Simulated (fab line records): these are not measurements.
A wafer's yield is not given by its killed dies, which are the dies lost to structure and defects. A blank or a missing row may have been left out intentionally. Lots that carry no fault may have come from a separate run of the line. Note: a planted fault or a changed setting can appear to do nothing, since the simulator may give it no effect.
A lot that was struck, set against a sound lot || flow sfq_line || 28 steps out of a route of 325
Sound: these wafers, L421.3, L421.4, L421.5. Struck: wafers L431.2, L431.3. (L431.1 of the same lot was not struck and is left out.) The cause comes at the end.
At each step with rows: each side's tool, then ch and its chambers, then its first start. Under that, the readings that differ: sound wafers || struck wafers || difference of the means || sigmas: that difference in standard deviations of wafers without a fault.
alike: words and numbers the same on both sides, and readings whose means are apart by under 2 such deviations; not compared: readings that were withheld, readings missing a value for some wafer, numbers with overlapping values and no deviation given by the record, and bounds like >300 which may hide the same value.
A row with sigmas, a row that says differs or no value, or rows on one side alone: a step with any of these is where the two part. Numbers that don't overlap but have no deviation are shown without sigmas and don't part them. Lack of a reading on every wafer of one side parts them only where that side has two or more wafers.

first, 6 steps without rows for these wafers: SFQ_TRILAYER_M0_LITHO_COAT_026 (resist thk 62 nm); SFQ_TRILAYER_M0_LITHO_COAT_021 (resist thk 600 nm); SFQ_TRILAYER_M0_LITHO_SOFTBAKE_025; SFQ_TRILAYER_M0_LITHO_EXPOSE_022 (exposes mask M0, target cd 500 nm); SFQ_TRILAYER_M0_LITHO_PEB_024 (peb time 60 s); SFQ_TRILAYER_M0_LITHO_DEVELOP_023 (time 60 s).
SFQ_M0_OVL_MEAS_906:
  sound on overlay-02, day 5 20:54; struck on overlay-01, day 8 12:15
  alike: M0_OVL
SFQ_TRILAYER_M0_BARC_OPEN_METAL_ETCH_031: etches BARC in O2, target depth 125 nm, time 41.7 s.
  sound on rie_metal-04 ch 0,1, day 5 20:57; struck on rie_metal-01 ch 1, day 8 12:17
  alike: chamber_pressure_mTorr, drypump_motor_current_A, oes_product_au
  not compared: rf_hours_counter_h
SFQ_TRILAYER_M0_ETCH_METAL_ETCH_024: etches Nb in Cl2/Ar, stops on SiO2, target depth 240 nm, time 120 s.
  sound on rie_metal-04 ch 0,1, day 5 21:02; struck on rie_metal-01 ch 1, day 8 12:20
  alike: chamber_pressure_mTorr, drypump_motor_current_A, oes_product_au
  not compared: rf_hours_counter_h
then, 2 steps without rows for these wafers: SFQ_TRILAYER_M0_STRIP_STRIP_025 (strips in O2); SFQ_TRILAYER_M0_STRIP_SOLV_CLEAN_026 (cleans in NMP, time 600 s).
SFQ_TRILAYER_I0_DEP_PECVD_027: deposits SiO2 from SiH4/N2O, time 111.11 s, target thk 500 nm.
  sound on pecvd-02 ch 0,2, day 5 21:53; struck on pecvd-03 ch 0,1, day 8 13:14
  alike: heater_power_w, showerhead_vpp_V, throttle_valve_pct
SFQ_TRILAYER_I0_CMP_CMP_028: polishes SiO2.
  sound on cmp-01 ch 0,3, day 6 10:20; struck on cmp-01 ch 0,2, day 8 16:09
{"reading": "model.SiO2_of_TRILAYER_I0_DEP_PECVD_027.thk_nm (nm)", "sound": "200.6 199.3 199.1", "struck": "185.9 185.2", "difference": -14.1, "sigmas": ""}
  alike: edge_zone_pressure_frac, motor_current_A, time_to_endpoint_s
SFQ_I0_BOW_MEAS_907:
  sound on film_metro-01, day 6 12:52; struck on film_metro-02, day 8 19:09
  alike: I0_BOW
SFQ_TRILAYER_I0_METRO_MEASURE_029:
  sound on film_metro-01, day 6 13:21; struck on film_metro-02, day 8 19:16
{"reading": "thk_nm (nm)", "sound": "200.5 199.3 199.1", "struck": "185.9 185.0", "difference": -14.2, "sigmas": -14}
then, 6 steps without rows for these wafers: SFQ_TRILAYER_I0_VIA_LITHO_COAT_036 (resist thk 62 nm); SFQ_TRILAYER_I0_VIA_LITHO_COAT_031 (resist thk 650 nm); SFQ_TRILAYER_I0_VIA_LITHO_SOFTBAKE_035; SFQ_TRILAYER_I0_VIA_LITHO_EXPOSE_032 (exposes mask I0, target cd 500 nm); SFQ_TRILAYER_I0_VIA_LITHO_PEB_034 (peb time 60 s); SFQ_TRILAYER_I0_VIA_LITHO_DEVELOP_033 (time 60 s).
-- the record jumps here: 4 days lie between the struck wafers' starts before and after --
SFQ_I0_OVL_MEAS_908:
  sound on overlay-01, day 10 05:56; struck on overlay-02, day 12 17:56
  alike: I0_OVL
then, 1 step without rows for these wafers: SFQ_TRILAYER_I0_VIA_BARC_OPEN_VIA_ETCH_046 (etches BARC in O2, target depth 125 nm, time 41.7 s).
SFQ_TRILAYER_I0_VIA_ETCH_VIA_ETCH_034: etches SiO2 in CHF3, stops on Nb, target depth 260 nm.
  sound on rie_diel-02 ch 0,2,3, day 10 06:01; struck on rie_diel-02 ch 1,3, day 12 18:01
{"reading": "oes_product_au (a.u.)", "sound": "0.861 0.858 0.853", "struck": "0.823 0.819", "difference": -0.036, "sigmas": -8}
{"reading": "model.I0.feature_depth_nm (nm)", "sound": "200.6 199.3 199.1", "struck": "185.9 185.2", "difference": -14.1, "sigmas": ""}
{"reading": "model.etch.depth_nm (nm)", "sound": "200.6 199.3 199.1", "struck": "185.9 185.2", "difference": -14.1, "sigmas": ""}
  alike: chamber_pressure_mTorr, drypump_motor_current_A
SFQ_TRILAYER_I0_VIA_STRIP_STRIP_035: strips in O2.
  sound on rie_metal-03 ch 0,1, day 10 06:19; struck on rie_metal-02 ch 0, day 12 18:07
  alike: chamber_pressure_mTorr, drypump_motor_current_A, oes_product_au
  not compared: rf_hours_counter_h
then, 1 step without rows for these wafers: SFQ_TRILAYER_I0_VIA_STRIP_SOLV_CLEAN_036 (cleans in NMP, time 600 s).
SFQ_TRILAYER_M1_DEP_PRE_CLEAN_038: time 22.5 s.
  sound on pvd_sputter-03, day 10 06:54; struck on pvd_sputter-06, day 12 18:54
{"reading": "model.SiO2_of_TRILAYER_I0_DEP_PECVD_027.thk_nm (nm)", "sound": "193.1 191.8 191.6", "struck": "178.4 177.7", "difference": -14.1, "sigmas": ""}
SFQ_TRILAYER_M1_DEP_SPUTTER_037: material Nb, target thk 200 nm, time 133.3 s.
  sound on pvd_sputter-03, day 10 06:55; struck on pvd_sputter-06, day 12 18:55
  alike: resputter_cathode_voltage_v, substrate_temp_c, throttle_valve_pct

## WHERE THEY PART
At SFQ_TRILAYER_I0_METRO_MEASURE_029 first; at SFQ_TRILAYER_I0_VIA_ETCH_VIA_ETCH_034 last (within this record only). Later steps at which nothing parts them and some readings are alike: SFQ_TRILAYER_I0_VIA_STRIP_STRIP_035, SFQ_TRILAYER_M1_DEP_SPUTTER_037.

WHY: the cause the simulator had injected
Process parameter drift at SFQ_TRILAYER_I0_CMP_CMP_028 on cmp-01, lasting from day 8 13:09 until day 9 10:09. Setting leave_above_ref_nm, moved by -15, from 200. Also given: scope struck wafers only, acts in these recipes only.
